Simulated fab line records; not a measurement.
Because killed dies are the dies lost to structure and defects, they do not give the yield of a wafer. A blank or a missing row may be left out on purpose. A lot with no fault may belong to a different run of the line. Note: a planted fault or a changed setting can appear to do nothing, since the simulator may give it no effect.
Struck lot and sound lot, side by side    flow gf180mcu    44 steps out of a route of 602
Sound: wafers L648.2, L648.3, L648.6. Struck: wafers L656.1, L656.2, L656.5. At the end, the cause is stated.
Per side, at each step with rows, come the tool, then ch with its chambers, and then its first start. Under that, the readings that differ: sound wafers    struck wafers    difference of the means    sigmas: that difference in standard deviations of wafers without a fault.
alike: readings whose means differ by less than 2 such deviations, and words and numbers that are the same on both sides. not compared: withheld readings, readings that some wafer has no value for, bounds like >300 that may hide the same value, and numbers for which the record gives no deviation and whose values overlap.
A row with sigmas, a row that says differs or no value, or rows on one side alone: a step with any of these is where the two part. Numbers that have no deviation but don't overlap get no sigmas and don't part them. Lack of a reading on every wafer of one side parts them only where that side has two or more wafers.

first, 2 steps without rows for these wafers: GF_MVSD_IMPLANT_08; GF_MVSD_IMPLANT_09.
GF_MVSD_STRIP_10: strips in O2/N2.
  sound on plasmaAsher-02 ch 0,1, day 4 22:13; struck on plasmaAsher-01 ch 0,1, day 6 19:55
  alike: drypumpMotorCurrentA, heaterPowerW, n2FlowSccm, oesProductAu, stripTimeToEndpointS
  not compared: rfHoursCounterH
GF_MVSD_TW_MEAS_11:
  struck on filmMetro-04, day 6 20:01; sound on filmMetro-01, day 4 22:20
  alike: MVSD_TW
then, 7 steps without rows for these wafers: GF_MVPSD_DEHYDRATE_00 (time 60 s); GF_MVPSD_HMDS_01 (prime time 60 s); GF_MVPSD_COAT_02 (resist thk 3000 nm); GF_MVPSD_SOFTBAKE_03; GF_MVPSD_EXPOSE_04 (exposes mask MVPSD, target cd 1000 nm); GF_MVPSD_PEB_05; GF_MVPSD_DEVELOP_06 (develop time 60 s).
GF_MVPSD_OVL_MEAS_07:
  struck on overlay-01, day 7 11:44; sound on overlay-01, day 5 12:11
  alike: MVPSD_OVL
GF_MVPSD_IMPLANT_08:
  sound on implanter-01 ch 0, day 5 12:14; struck on implanter-01 ch 0, day 7 11:46
reading            sound                 struck             difference  sigmas
tiltDeg (degrees)  -0.060 -0.022 -0.019  3.871 3.881 3.884  +3.912      +99 or more
  alike: endStationPressureTorr
next, for these wafers, 1 step has no rows: GF_MVPSD_IMPLANT_09.
GF_MVPSD_STRIP_10: strips in O2/N2.
  sound on plasmaAsher-02 ch 0,1, day 5 12:31; struck on plasmaAsher-02 ch 0,1, day 7 12:04
  alike: drypumpMotorCurrentA, heaterPowerW, n2FlowSccm, oesProductAu, stripTimeToEndpointS
  not compared: rfHoursCounterH
GF_MVPSD_TW_MEAS_11:
  struck on filmMetro-03, day 7 12:10; sound on filmMetro-01, day 5 12:37
reading   sound        struck       difference  sigmas
MVPSD_TW  552 552 551  601 600 602  +49         +11
then, 7 steps without rows for these wafers: GF_VT_IMPLANT_DEHYDRATE_00 (time 60 s); GF_VT_IMPLANT_HMDS_01 (prime time 60 s); GF_VT_IMPLANT_COAT_02 (resist thk 1000 nm); GF_VT_IMPLANT_SOFTBAKE_03 (time 60 s); GF_VT_IMPLANT_EXPOSE_04 (exposes mask LVPWELL LV AREA, target cd 600 nm); GF_VT_IMPLANT_PEB_05; GF_VT_IMPLANT_DEVELOP_06 (develop time 60 s).
GF_VT_IMPLANT_OVL_MEAS_07:
  struck on overlay-01, day 8 04:02; sound on overlay-02, day 6 02:47
  alike: VT_IMPLANT_OVL
next, for these wafers, 1 step has no rows: GF_VT_IMPLANT_IMPLANT_08.
GF_VT_IMPLANT_STRIP_09: strips in O2/N2.
  sound on plasmaAsher-01 ch 0,1, day 6 02:58; struck on plasmaAsher-01 ch 0,1, day 8 04:13
  alike: drypumpMotorCurrentA, heaterPowerW, n2FlowSccm, oesProductAu, stripTimeToEndpointS
  not compared: rfHoursCounterH
GF_VT_IMPLANT_TW_MEAS_10:
  struck on filmMetro-04, day 8 04:19; sound on filmMetro-01, day 6 03:05
reading        sound        struck       difference  sigmas
VT_IMPLANT_TW  567 567 564  557 556 558  -9          -2
then, 7 steps without rows for these wafers: GF_VT_IMPLANT_DEHYDRATE_11 (time 60 s); GF_VT_IMPLANT_HMDS_12 (prime time 60 s); GF_VT_IMPLANT_COAT_13 (resist thk 1000 nm); GF_VT_IMPLANT_SOFTBAKE_14 (time 60 s); GF_VT_IMPLANT_EXPOSE_15 (exposes mask Nwell LV AREA, target cd 860 nm); GF_VT_IMPLANT_PEB_16; GF_VT_IMPLANT_DEVELOP_17 (develop time 60 s).
GF_VT_IMPLANT_OVL_MEAS_18:
  struck on overlay-01, day 8 20:46; sound on overlay-02, day 6 18:08
  alike: VT_IMPLANT_01_OVL
next, for these wafers, 1 step has no rows: GF_VT_IMPLANT_IMPLANT_19.
GF_VT_IMPLANT_STRIP_20: strips in O2/N2.
  sound on plasmaAsher-02 ch 0,1, day 6 18:19; struck on plasmaAsher-01 ch 0,1, day 8 20:58
  alike: drypumpMotorCurrentA, heaterPowerW, n2FlowSccm, oesProductAu, stripTimeToEndpointS
  not compared: rfHoursCounterH
GF_VT_IMPLANT_TW_MEAS_21:
  struck on filmMetro-04, day 8 21:04; sound on filmMetro-02, day 6 18:26
  alike: VT_IMPLANT_2_TW
then, 4 steps without rows for these wafers: GF_VT_IMPLANT_DEHYDRATE_22 (time 60 s); GF_VT_IMPLANT_HMDS_23 (prime time 60 s); GF_VT_IMPLANT_COAT_24 (resist thk 1000 nm); GF_VT_IMPLANT_SOFTBAKE_25 (time 60 s).
GF_VT_IMPLANT_RS_MEAS_49: uses a four-point probe to measure.
  struck on filmMetro-01, day 10 07:32; sound on filmMetro-01, day 8 02:46
reading            sound                 struck                difference  sigmas
MVPSD_RS (ohm/sq)  1166.9 1169.3 1167.5  1332.0 1334.3 1336.1  +166.2      +64
GF_PASSIVATION_PROBE_99:
  the record holds rows for the sound wafers here (prober-01, day 29 15:34) but none for the struck ones

## WHERE THEY PART
Last at GF_PASSIVATION_PROBE_99 as far as this record goes, first at GF_MVPSD_IMPLANT_08.

WHY: whatever the simulator had introduced
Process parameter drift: implanter-01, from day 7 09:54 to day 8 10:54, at GF_MVPSD_IMPLANT_08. A move of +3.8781 in setting tiltDeg, from 0. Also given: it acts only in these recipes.
